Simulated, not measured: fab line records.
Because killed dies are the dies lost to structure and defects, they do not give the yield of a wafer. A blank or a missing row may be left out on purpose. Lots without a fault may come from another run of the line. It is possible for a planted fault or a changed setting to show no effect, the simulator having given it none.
Which tool did it? || flow gf180mcu || Sampling: 14 lots, 39 wafers, 3 of 602 route steps

== WHAT THE GAUGES SHOWED, per wafer ==
GF_V3_OVL_MEAS_15.
{"lot": "L879", "measured": "day 22 09:34", "on": "overlay-02", "V3_OVL (nm)": "5 4"}
{"lot": "L880", "measured": "day 22 18:56", "on": "overlay-02", "V3_OVL (nm)": "-5 4 -4"}
{"lot": "L881", "measured": "day 23 05:38", "on": "overlay-02", "V3_OVL (nm)": "-4 4 -5"}
{"lot": "L882", "measured": "day 23 12:35", "on": "overlay-01", "V3_OVL (nm)": "1 4 0"}
{"lot": "L883", "measured": "day 23 20:29", "on": "overlay-02", "V3_OVL (nm)": "-7 -10 -13"}
{"lot": "L884", "measured": "day 24 04:56", "on": "overlay-01", "V3_OVL (nm)": "6 0 12"}
{"lot": "L885", "measured": "day 24 16:35", "on": "overlay-01", "V3_OVL (nm)": "-11 -11 -13"}
{"lot": "L889", "measured": "day 26 01:29", "on": "overlay-02", "V3_OVL (nm)": "-1 -3 -4"}
{"lot": "L890", "measured": "day 26 12:17", "on": "overlay-02", "V3_OVL (nm)": "-1 -3 -3"}
{"lot": "L898", "measured": "day 28 15:13", "on": "overlay-01", "V3_OVL (nm)": "-14 -18 -9"}
{"lot": "L899", "measured": "day 28 22:55", "on": "overlay-01", "V3_OVL (nm)": "-3 -2"}
{"lot": "L900", "measured": "day 29 00:56", "on": "overlay-02", "V3_OVL (nm)": "-2 -7 -1"}
{"lot": "L901", "measured": "day 29 10:02", "on": "overlay-02", "V3_OVL (nm)": "-7 1"}
{"lot": "L902", "measured": "day 29 15:56", "on": "overlay-02", "V3_OVL (nm)": "1 -3 -4"}

GF_M4_CD_MEAS_14: target cd 280 nm.
{"lot": "L879", "measured": "day 23 11:10", "on": "cd-sem-02", "cd-nm (nm)": "279.6 279.4"}
{"lot": "L880", "measured": "day 23 19:31", "on": "cd-sem-02", "cd-nm (nm)": "280.4 280.9 281.2"}
{"lot": "L881", "measured": "day 24 05:39", "on": "cd-sem-02", "cd-nm (nm)": "280.0 280.9 279.8"}
{"lot": "L882", "measured": "day 24 12:14", "on": "cd-sem-02", "cd-nm (nm)": "278.8 279.4 279.8"}
{"lot": "L883", "measured": "day 24 19:49", "on": "cd-sem-02", "cd-nm (nm)": "280.1 278.6 279.9"}
{"lot": "L884", "measured": "day 25 04:51", "on": "cd-sem-02", "cd-nm (nm)": "279.8 279.1 279.7"}
{"lot": "L885", "measured": "day 25 16:04", "on": "cd-sem-01", "cd-nm (nm)": "279.2 281.5 281.1"}
{"lot": "L889", "measured": "day 26 23:55", "on": "cd-sem-01", "cd-nm (nm)": "280.1 280.9 280.0"}
{"lot": "L890", "measured": "day 27 10:42", "on": "cd-sem-02", "cd-nm (nm)": "280.2 281.4 280.8"}
{"lot": "L898", "measured": "day 29 11:52", "on": "cd-sem-01", "cd-nm (nm)": "279.6 279.2 279.9"}
{"lot": "L899", "measured": "day 29 19:25", "on": "cd-sem-02", "cd-nm (nm)": "280.2 281.1"}
{"lot": "L900", "measured": "day 29 21:09", "on": "cd-sem-01", "cd-nm (nm)": "281.8 282.2 282.9"}
{"lot": "L901", "measured": "day 30 06:13", "on": "cd-sem-02", "cd-nm (nm)": "279.8 281.6"}
{"lot": "L902", "measured": "day 30 12:14", "on": "cd-sem-02", "cd-nm (nm)": "279.6 280.1 279.8"}

== TOOL THAT RAN EACH LOT (tool first, then ch and the chambers of the sampled wafers, then the start) ==
{"lot": "L879", "GF_V3_CLEAN_20": "wet-bench-04 ch 1, day 22 10:11"}
{"lot": "L880", "GF_V3_CLEAN_20": "wet-bench-04 ch 3, day 22 19:34"}
{"lot": "L881", "GF_V3_CLEAN_20": "wet-bench-03 ch 0, day 23 06:14"}
{"lot": "L882", "GF_V3_CLEAN_20": "wet-bench-02 ch 0, day 23 13:11"}
{"lot": "L883", "GF_V3_CLEAN_20": "wet-bench-03 ch 3, day 23 21:05"}
{"lot": "L884", "GF_V3_CLEAN_20": "wet-bench-02 ch 3, day 24 05:33"}
{"lot": "L885", "GF_V3_CLEAN_20": "wet-bench-02 ch 3, day 24 17:13"}
{"lot": "L889", "GF_V3_CLEAN_20": "wet-bench-02 ch 1, day 26 02:07"}
{"lot": "L890", "GF_V3_CLEAN_20": "wet-bench-03 ch 2, day 26 12:57"}
{"lot": "L898", "GF_V3_CLEAN_20": "wet-bench-04 ch 3, day 28 15:50"}
{"lot": "L899", "GF_V3_CLEAN_20": "wet-bench-04 ch 0, day 28 23:32"}
{"lot": "L900", "GF_V3_CLEAN_20": "wet-bench-02 ch 0, day 29 01:32"}
{"lot": "L901", "GF_V3_CLEAN_20": "wet-bench-03 ch 0, day 29 10:38"}
{"lot": "L902", "GF_V3_CLEAN_20": "wet-bench-03 ch 2, day 29 16:34"}
- GF_V3_CLEAN_20: cleans in DIW.

== WHAT THE TOOLS THEMSELVES READ (means of the sampled wafers that have a number; where no wafer has one, the mark that the record gives instead) ==
The record holds no such reading with a usual standard deviation.

== THE ANSWER, worked out from the rows above alone ==
Rule: usual is defined by the lots themselves. Put in order of their means at a reading, lots are off if they are a third of the lots or fewer, leave a main group of 4 or more, and stand apart from it by a gap of 3 or more times the standard deviation of the main group's means; of several such gaps the widest counts. A main group whose means are all the same, to the digits that the tables above print for the reading, isn't used. A lot without any number at a reading at which 4 lots or more have one is off too. The other lots that the step has rows for count as sound. Order of review: gauges by route order, followed by the tools' own readings, for which a lot's mean as printed above is used. At the first step where some lot is off, the reading lying furthest off is the one used; lots without a number count as furthest.
Across all readings shown, no lot is off: no conclusion can be drawn from this.

== WHAT HAD BEEN PUT IN BY THE SIMULATOR ==
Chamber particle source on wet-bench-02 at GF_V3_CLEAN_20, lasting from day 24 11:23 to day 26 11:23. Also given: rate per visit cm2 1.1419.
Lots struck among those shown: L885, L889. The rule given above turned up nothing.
